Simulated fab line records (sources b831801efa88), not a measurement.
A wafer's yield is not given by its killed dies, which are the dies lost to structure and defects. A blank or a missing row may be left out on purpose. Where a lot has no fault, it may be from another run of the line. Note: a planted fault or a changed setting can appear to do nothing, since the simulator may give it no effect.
What tool caused it? :: flow gf180mcu :: 24 lots with 72 wafers sampled at 5 steps, on a route of 602 steps

WHAT THE GAUGES READ, wafer by wafer
GF_CONTACT_THK_MEAS_01.
lot: L074
measured: day 15 06:47
on: film_metro-02
CONTACT_CVD_00_THK (nm): 298.7 300.4 294.9

lot: L075
measured: day 15 11:02
on: film_metro-01
CONTACT_CVD_00_THK (nm): 296.4 297.3 296.0

lot: L076
measured: day 15 18:34
on: film_metro-04
CONTACT_CVD_00_THK (nm): 301.9 302.8 299.5

lot: L077
measured: day 16 04:04
on: film_metro-02
CONTACT_CVD_00_THK (nm): 297.5 296.5 297.8

lot: L078
measured: day 16 10:25
on: film_metro-01
CONTACT_CVD_00_THK (nm): 297.3 300.4 304.0

lot: L079
measured: day 16 20:29
on: film_metro-04
CONTACT_CVD_00_THK (nm): 296.5 298.0 299.5

lot: L080
measured: day 17 05:16
on: film_metro-04
CONTACT_CVD_00_THK (nm): 297.2 294.1 296.7

lot: L081
measured: day 17 17:25
on: film_metro-02
CONTACT_CVD_00_THK (nm): 300.3 297.2 298.3

lot: L082
measured: day 18 02:35
on: film_metro-02
CONTACT_CVD_00_THK (nm): 292.3 300.1 297.0

lot: L083
measured: day 18 11:04
on: film_metro-01
CONTACT_CVD_00_THK (nm): 300.0 297.8 301.3

lot: L084
measured: day 18 21:49
on: film_metro-04
CONTACT_CVD_00_THK (nm): 304.8 303.6 303.8

lot: L085
measured: day 19 01:15
on: film_metro-02
CONTACT_CVD_00_THK (nm): 296.7 297.2 298.5

lot: L086
measured: day 19 16:13
on: film_metro-04
CONTACT_CVD_00_THK (nm): 301.8 299.4 301.5

lot: L087
measured: day 19 17:09
on: film_metro-01
CONTACT_CVD_00_THK (nm): 299.1 298.1 295.2

lot: L088
measured: day 20 22:43
on: film_metro-04
CONTACT_CVD_00_THK (nm): 300.4 300.6 294.5

lot: L090
measured: day 21 09:13
on: film_metro-04
CONTACT_CVD_00_THK (nm): 299.7 302.0 297.1

lot: L089
measured: day 21 10:59
on: film_metro-02
CONTACT_CVD_00_THK (nm): 297.2 296.0 296.1

lot: L091
measured: day 21 11:53
on: film_metro-04
CONTACT_CVD_00_THK (nm): 301.2 296.7 297.7

lot: L092
measured: day 21 14:34
on: film_metro-02
CONTACT_CVD_00_THK (nm): 297.8 294.1 293.6

lot: L093
measured: day 21 18:15
on: film_metro-01
CONTACT_CVD_00_THK (nm): 296.6 297.1 295.2

lot: L094
measured: day 22 17:34
on: film_metro-04
CONTACT_CVD_00_THK (nm): 302.4 301.0 298.8

lot: L095
measured: day 22 23:01
on: film_metro-04
CONTACT_CVD_00_THK (nm): 299.4 300.1 300.9

lot: L096
measured: day 23 10:47
on: film_metro-02
CONTACT_CVD_00_THK (nm): 299.1 299.7 298.9

lot: L097
measured: day 23 19:04
on: film_metro-02
CONTACT_CVD_00_THK (nm): 302.4 297.4 298.5

GF_V1_RS_MEAS_24: uses a four-point probe to measure.
lot: L074
measured: day 18 08:16
on: film_metro-03
V1_W_RS (ohm/sq): 0.336 0.321 0.334

lot: L075
measured: day 18 11:24
on: film_metro-03
V1_W_RS (ohm/sq): 0.331 0.320 0.320

lot: L076
measured: day 18 22:08
on: film_metro-01
V1_W_RS (ohm/sq): 0.331 0.331 0.330

lot: L077
measured: day 19 06:09
on: film_metro-03
V1_W_RS (ohm/sq): 0.326 0.328 0.329

lot: L078
measured: day 19 14:13
on: film_metro-02
V1_W_RS (ohm/sq): 0.334 0.327 0.334

lot: L079
measured: day 20 00:33
on: film_metro-02
V1_W_RS (ohm/sq): 0.319 0.317 0.333

lot: L080
measured: day 20 10:46
on: film_metro-01
V1_W_RS (ohm/sq): 0.334 0.327 0.330

lot: L081
measured: day 20 23:38
on: film_metro-03
V1_W_RS (ohm/sq): 0.330 0.334 0.338

lot: L082
measured: day 21 07:39
on: film_metro-03
V1_W_RS (ohm/sq): 0.319 0.319 0.321

lot: L083
measured: day 21 16:54
on: film_metro-02
V1_W_RS (ohm/sq): 0.321 0.320 0.319

lot: L084
measured: day 22 02:32
on: film_metro-02
V1_W_RS (ohm/sq): 0.321 0.330 0.322

lot: L085
measured: day 22 06:43
on: film_metro-01
V1_W_RS (ohm/sq): 0.333 0.322 0.334

lot: L086
measured: day 22 20:26
on: film_metro-03
V1_W_RS (ohm/sq): 0.332 0.329 0.330

lot: L087
measured: day 22 22:20
on: film_metro-01
V1_W_RS (ohm/sq): 0.323 0.335 0.339

lot: L088
measured: day 24 01:20
on: film_metro-02
V1_W_RS (ohm/sq): 0.318 0.322 0.317

lot: L090
measured: day 24 11:50
on: film_metro-02
V1_W_RS (ohm/sq): 0.326 0.330 0.327

lot: L089
measured: day 24 12:37
on: film_metro-02
V1_W_RS (ohm/sq): 0.333 0.321 0.318

lot: L091
measured: day 24 14:21
on: film_metro-02
V1_W_RS (ohm/sq): 0.327 0.333 0.329

lot: L092
measured: day 24 17:16
on: film_metro-02
V1_W_RS (ohm/sq): 0.329 0.328 0.333

lot: L093
measured: day 24 21:21
on: film_metro-03
V1_W_RS (ohm/sq): 0.331 0.330 0.332

lot: L094
measured: day 25 17:08
on: film_metro-02
V1_W_RS (ohm/sq): 0.333 0.338 0.334

lot: L095
measured: day 25 23:05
on: film_metro-01
V1_W_RS (ohm/sq): 0.318 0.330 0.330

lot: L096
measured: day 26 08:06
on: film_metro-02
V1_W_RS (ohm/sq): 0.329 0.326 0.328

lot: L097
measured: day 26 16:23
on: film_metro-02
V1_W_RS (ohm/sq): 0.327 0.330 0.330

GF_M2_THK_MEAS_06: measures by xrf.
lot: L074
measured: day 18 09:04
on: film_metro-03
M2_ALCU_THK (nm): 439 441 442

lot: L075
measured: day 18 12:13
on: film_metro-03
M2_ALCU_THK (nm): 437 441 443

lot: L076
measured: day 18 22:58
on: film_metro-03
M2_ALCU_THK (nm): 442 441 441

lot: L077
measured: day 19 06:58
on: film_metro-02
M2_ALCU_THK (nm): 446 441 446

lot: L078
measured: day 19 15:02
on: film_metro-03
M2_ALCU_THK (nm): 453 447 453

lot: L079
measured: day 20 01:23
on: film_metro-04
M2_ALCU_THK (nm): 451 455 452

lot: L080
measured: day 20 11:35
on: film_metro-04
M2_ALCU_THK (nm): 446 450 443

lot: L081
measured: day 21 00:28
on: film_metro-03
M2_ALCU_THK (nm): 448 449 446

lot: L082
measured: day 21 08:28
on: film_metro-04
M2_ALCU_THK (nm): 439 442 440

lot: L083
measured: day 21 17:44
on: film_metro-03
M2_ALCU_THK (nm): 447 446 447

lot: L084
measured: day 22 03:22
on: film_metro-02
M2_ALCU_THK (nm): 444 444 448

lot: L085
measured: day 22 07:31
on: film_metro-03
M2_ALCU_THK (nm): 437 436 437

lot: L086
measured: day 22 21:15
on: film_metro-04
M2_ALCU_THK (nm): 438 440 437

lot: L087
measured: day 22 23:08
on: film_metro-02
M2_ALCU_THK (nm): 442 444 452

lot: L088
measured: day 24 02:09
on: film_metro-02
M2_ALCU_THK (nm): 451 446 446

lot: L090
measured: day 24 12:40
on: film_metro-03
M2_ALCU_THK (nm): 439 448 443

lot: L089
measured: day 24 13:25
on: film_metro-04
M2_ALCU_THK (nm): 450 450 446

lot: L091
measured: day 24 15:10
on: film_metro-04
M2_ALCU_THK (nm): 446 443 447

lot: L092
measured: day 24 18:04
on: film_metro-03
M2_ALCU_THK (nm): 437 439 443

lot: L093
measured: day 25 00:33
on: film_metro-02
M2_ALCU_THK (nm): 451 451 447

lot: L094
measured: day 25 17:57
on: film_metro-02
M2_ALCU_THK (nm): 449 451 455

lot: L095
measured: day 26 00:07
on: film_metro-02
M2_ALCU_THK (nm): 435 441 438

lot: L096
measured: day 26 08:55
on: film_metro-03
M2_ALCU_THK (nm): 455 446 452

lot: L097
measured: day 26 17:12
on: film_metro-03
M2_ALCU_THK (nm): 449 445 445

TOOL THAT RAN EACH LOT (tool first, then ch and the chambers of the sampled wafers, then the start)
lot: L074
GF_CONTACT_STRIP_18: plasma_asher-02 ch 0,1, day 16 05:25
GF_M2_SPUTTER_03: pvd_sputter-01, day 18 08:52

lot: L075
GF_CONTACT_STRIP_18: plasma_asher-04 ch 0,1, day 16 09:17
GF_M2_SPUTTER_03: pvd_sputter-04, day 18 12:01

lot: L076
GF_CONTACT_STRIP_18: plasma_asher-03 ch 0,1, day 16 18:29
GF_M2_SPUTTER_03: pvd_sputter-03, day 18 22:47

lot: L077
GF_CONTACT_STRIP_18: plasma_asher-02 ch 0,1, day 17 03:19
GF_M2_SPUTTER_03: pvd_sputter-01, day 19 06:46

lot: L078
GF_CONTACT_STRIP_18: plasma_asher-02 ch 1, day 17 10:10
GF_M2_SPUTTER_03: pvd_sputter-04, day 19 14:52

lot: L079
GF_CONTACT_STRIP_18: plasma_asher-03 ch 0,1, day 17 20:28
GF_M2_SPUTTER_03: pvd_sputter-04, day 20 01:11

lot: L080
GF_CONTACT_STRIP_18: plasma_asher-03 ch 0,1, day 18 05:31
GF_M2_SPUTTER_03: pvd_sputter-04, day 20 11:24

lot: L081
GF_CONTACT_STRIP_18: plasma_asher-02 ch 0,1, day 18 18:31
GF_M2_SPUTTER_03: pvd_sputter-04, day 21 00:17

lot: L082
GF_CONTACT_STRIP_18: plasma_asher-02 ch 0,1, day 19 03:44
GF_M2_SPUTTER_03: pvd_sputter-03, day 21 08:17

lot: L083
GF_CONTACT_STRIP_18: plasma_asher-04 ch 0,1, day 19 12:26
GF_M2_SPUTTER_03: pvd_sputter-04, day 21 17:32

lot: L084
GF_CONTACT_STRIP_18: plasma_asher-04 ch 0,1, day 19 23:17
GF_M2_SPUTTER_03: pvd_sputter-03, day 22 03:11

lot: L085
GF_CONTACT_STRIP_18: plasma_asher-04 ch 0,1, day 20 02:49
GF_M2_SPUTTER_03: pvd_sputter-03, day 22 07:19

lot: L086
GF_CONTACT_STRIP_18: plasma_asher-04 ch 0,1, day 20 17:10
GF_M2_SPUTTER_03: pvd_sputter-01, day 22 21:04

lot: L087
GF_CONTACT_STRIP_18: plasma_asher-03 ch 0,1, day 20 18:07
GF_M2_SPUTTER_03: pvd_sputter-04, day 22 22:56

lot: L088
GF_CONTACT_STRIP_18: plasma_asher-02 ch 0,1, day 21 23:52
GF_M2_SPUTTER_03: pvd_sputter-03, day 24 01:58

lot: L090
GF_CONTACT_STRIP_18: plasma_asher-03 ch 0,1, day 22 10:28
GF_M2_SPUTTER_03: pvd_sputter-01, day 24 12:28

lot: L089
GF_CONTACT_STRIP_18: plasma_asher-04 ch 0,1, day 22 11:22
GF_M2_SPUTTER_03: pvd_sputter-04, day 24 13:13

lot: L091
GF_CONTACT_STRIP_18: plasma_asher-03 ch 0,1, day 22 12:37
GF_M2_SPUTTER_03: pvd_sputter-03, day 24 14:58

lot: L092
GF_CONTACT_STRIP_18: plasma_asher-04 ch 0,1, day 22 15:22
GF_M2_SPUTTER_03: pvd_sputter-01, day 24 17:53

lot: L093
GF_CONTACT_STRIP_18: plasma_asher-03 ch 0,1, day 22 19:10
GF_M2_SPUTTER_03: pvd_sputter-01, day 25 00:22

lot: L094
GF_CONTACT_STRIP_18: plasma_asher-04 ch 0,1, day 23 17:43
GF_M2_SPUTTER_03: pvd_sputter-01, day 25 17:46

lot: L095
GF_CONTACT_STRIP_18: plasma_asher-03 ch 0,1, day 23 22:04
GF_M2_SPUTTER_03: pvd_sputter-03, day 25 23:56

lot: L096
GF_CONTACT_STRIP_18: plasma_asher-03 ch 0,1, day 24 10:31
GF_M2_SPUTTER_03: pvd_sputter-03, day 26 08:43

lot: L097
GF_CONTACT_STRIP_18: plasma_asher-04 ch 0,1, day 24 18:40
GF_M2_SPUTTER_03: pvd_sputter-03, day 26 17:01
- GF_CONTACT_STRIP_18: strips in O2/N2.
- GF_M2_SPUTTER_03: material Ti, target thk 10 nm, time 6.7 s.

WHAT THE TOOLS THEMSELVES READ (means of the sampled wafers that have a number; where no wafer has one, the mark that the record gives instead)
GF_CONTACT_STRIP_18.
lot: L074
tool: plasma_asher-02
drypump_motor_current_A (A): 5.7
heater_power_w (W): 323
oes_product_au (a.u.): 0.583

lot: L075
tool: plasma_asher-04
drypump_motor_current_A (A): 6.2
heater_power_w (W): 334
oes_product_au (a.u.): 0.578

lot: L076
tool: plasma_asher-03
drypump_motor_current_A (A): 5.6
heater_power_w (W): 318
oes_product_au (a.u.): 0.581

lot: L077
tool: plasma_asher-02
drypump_motor_current_A (A): 5.7
heater_power_w (W): 312
oes_product_au (a.u.): 0.584

lot: L078
tool: plasma_asher-02
drypump_motor_current_A (A): 5.7
heater_power_w (W): 338
oes_product_au (a.u.): 0.579

lot: L079
tool: plasma_asher-03
drypump_motor_current_A (A): 5.6
heater_power_w (W): 318
oes_product_au (a.u.): 0.581

lot: L080
tool: plasma_asher-03
drypump_motor_current_A (A): 5.6
heater_power_w (W): 312
oes_product_au (a.u.): 0.576

lot: L081
tool: plasma_asher-02
drypump_motor_current_A (A): 5.6
heater_power_w (W): 295
oes_product_au (a.u.): 0.578

lot: L082
tool: plasma_asher-02
drypump_motor_current_A (A): 5.7
heater_power_w (W): 325
oes_product_au (a.u.): 0.578

lot: L083
tool: plasma_asher-04
drypump_motor_current_A (A): 5.9
heater_power_w (W): 330
oes_product_au (a.u.): 0.581

lot: L084
tool: plasma_asher-04
drypump_motor_current_A (A): 5.9
heater_power_w (W): 326
oes_product_au (a.u.): 0.587

lot: L085
tool: plasma_asher-04
drypump_motor_current_A (A): 5.9
heater_power_w (W): 325
oes_product_au (a.u.): 0.579

lot: L086
tool: plasma_asher-04
drypump_motor_current_A (A): 5.9
heater_power_w (W): 326
oes_product_au (a.u.): 0.587

lot: L087
tool: plasma_asher-03
drypump_motor_current_A (A): 5.6
heater_power_w (W): 316
oes_product_au (a.u.): 0.582

lot: L088
tool: plasma_asher-02
drypump_motor_current_A (A): 5.7
heater_power_w (W): 318
oes_product_au (a.u.): 0.584

lot: L090
tool: plasma_asher-03
drypump_motor_current_A (A): 5.6
heater_power_w (W): 316
oes_product_au (a.u.): 0.584

lot: L089
tool: plasma_asher-04
drypump_motor_current_A (A): 5.9
heater_power_w (W): 325
oes_product_au (a.u.): 0.582

lot: L091
tool: plasma_asher-03
drypump_motor_current_A (A): 5.6
heater_power_w (W): 310
oes_product_au (a.u.): 0.580

lot: L092
tool: plasma_asher-04
drypump_motor_current_A (A): 6.2
heater_power_w (W): 329
oes_product_au (a.u.): 0.579

lot: L093
tool: plasma_asher-03
drypump_motor_current_A (A): 5.6
heater_power_w (W): 315
oes_product_au (a.u.): 0.580

lot: L094
tool: plasma_asher-04
drypump_motor_current_A (A): 6.2
heater_power_w (W): 324
oes_product_au (a.u.): 0.581

lot: L095
tool: plasma_asher-03
drypump_motor_current_A (A): 5.6
heater_power_w (W): 318
oes_product_au (a.u.): 0.580

lot: L096
tool: plasma_asher-03
drypump_motor_current_A (A): 5.6
heater_power_w (W): 317
oes_product_au (a.u.): 0.572

lot: L097
tool: plasma_asher-04
drypump_motor_current_A (A): 6.2
heater_power_w (W): 327
oes_product_au (a.u.): 0.577

GF_M2_SPUTTER_03.
lot: L074
tool: pvd_sputter-01
throttle_valve_pct (%): 31.1

lot: L075
tool: pvd_sputter-04
throttle_valve_pct (%): 30.7

lot: L076
tool: pvd_sputter-03
throttle_valve_pct (%): 29.9

lot: L077
tool: pvd_sputter-01
throttle_valve_pct (%): 31.4

lot: L078
tool: pvd_sputter-04
throttle_valve_pct (%): 30.8

lot: L079
tool: pvd_sputter-04
throttle_valve_pct (%): 31.1

lot: L080
tool: pvd_sputter-04
throttle_valve_pct (%): 31.1

lot: L081
tool: pvd_sputter-04
throttle_valve_pct (%): 31.2

lot: L082
tool: pvd_sputter-03
throttle_valve_pct (%): 29.8

lot: L083
tool: pvd_sputter-04
throttle_valve_pct (%): 31.0

lot: L084
tool: pvd_sputter-03
throttle_valve_pct (%): 29.9

lot: L085
tool: pvd_sputter-03
throttle_valve_pct (%): 30.0

lot: L086
tool: pvd_sputter-01
throttle_valve_pct (%): 31.7

lot: L087
tool: pvd_sputter-04
throttle_valve_pct (%): 30.7

lot: L088
tool: pvd_sputter-03
throttle_valve_pct (%): 30.0

lot: L090
tool: pvd_sputter-01
throttle_valve_pct (%): 32.5

lot: L089
tool: pvd_sputter-04
throttle_valve_pct (%): 30.6

lot: L091
tool: pvd_sputter-03
throttle_valve_pct (%): 30.0

lot: L092
tool: pvd_sputter-01
throttle_valve_pct (%): 30.7

lot: L093
tool: pvd_sputter-01
throttle_valve_pct (%): 30.7

lot: L094
tool: pvd_sputter-01
throttle_valve_pct (%): 32.3

lot: L095
tool: pvd_sputter-03
throttle_valve_pct (%): 30.0

lot: L096
tool: pvd_sputter-03
throttle_valve_pct (%): 29.9

lot: L097
tool: pvd_sputter-03
throttle_valve_pct (%): 30.3

THE ANSWER, worked out from the rows above alone
Rule: the lots themselves supply what counts as usual. The widest of any qualifying gaps counts: lots, ordered by their means at a reading, are off when they make up no more than a third of the lots, leave a main group of 4 or more, and stand apart from it by 3 or more times the standard deviation of that group's means. Not used: any main group whose means are identical at the precision the tables above print for the reading. Also off: a lot with no number at a reading for which 4 or more lots have one. Where the step has rows for the other lots, those lots are counted as sound. First the gauges in route order, then the tools' own readings, where a lot's mean is used as printed above. At the first step where some lot is off, the reading lying furthest off is the one used; lots without a number count as furthest.
No lot is off at any reading shown: from this, nothing can be told.

WHAT HAD BEEN PUT IN BY THE SIMULATOR
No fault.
